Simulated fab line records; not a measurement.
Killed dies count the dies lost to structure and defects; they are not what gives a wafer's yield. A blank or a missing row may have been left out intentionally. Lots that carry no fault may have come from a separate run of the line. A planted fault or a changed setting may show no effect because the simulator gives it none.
Matching of chambers ; flow sky130 ; SKY_LI_CONTACT_ETCH_15 on rie-diel-01 has 4 sister chambers
The step etches PSG in C4F8/O2/Ar, stops on Si, target depth 600 nm. 7 wafers are shown with their chamber, then 7 later ones without.

## EACH WAFER AND ITS CHAMBER
wafer;chamber;oes-product-au (a.u.)
L430.4;0;0.832
L432.6;0;0.835
L434.6;3;0.836
L441.2;3;0.836
L441.4;1;0.832
L443.1;1;0.841
L443.4;2;0.835

## WAFERS MISSING THEIR CHAMBER
wafer;oes-product-au (a.u.)
L443.6;0.842
L449.2;0.838
L449.4;0.842
L449.6;0.841
L451.4;0.841
L451.5;0.839
L451.6;0.836

## THE CHAMBER EACH PASSED THROUGH
wafer;from the rows above;in truth
L443.6;can't be placed: 1 or 3 or 2 or 0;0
L449.2;can't be placed: 1 or 3 or 2 or 0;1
L449.4;can't be placed: 1 or 3 or 2 or 0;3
L449.6;can't be placed: 1 or 3 or 2 or 0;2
L451.4;can't be placed: 1 or 3 or 2 or 0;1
L451.5;can't be placed: 1 or 3 or 2 or 0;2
L451.6;can't be placed: 3 or 1 or 2 or 0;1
0 of 7 placed correctly. Unplaceable from these rows: 7, with the true chamber sitting among the candidates in 7. 0 placed wrongly.
How it was worked out, from the rows above alone: a wafer's distance from a chamber is the root of the sum, over the readings, of the square of ((its reading less the chamber's mean) divided by the reading's scatter). The wafer belongs to the nearest chamber; if the next one is less than 2 further off, it can't be placed. Each chamber's mean is taken over the wafers shown for it. The scatter: take each reading less its chamber's mean, square it, sum over the shown wafers, divide by the number of wafers less the number of chambers, and take the root.
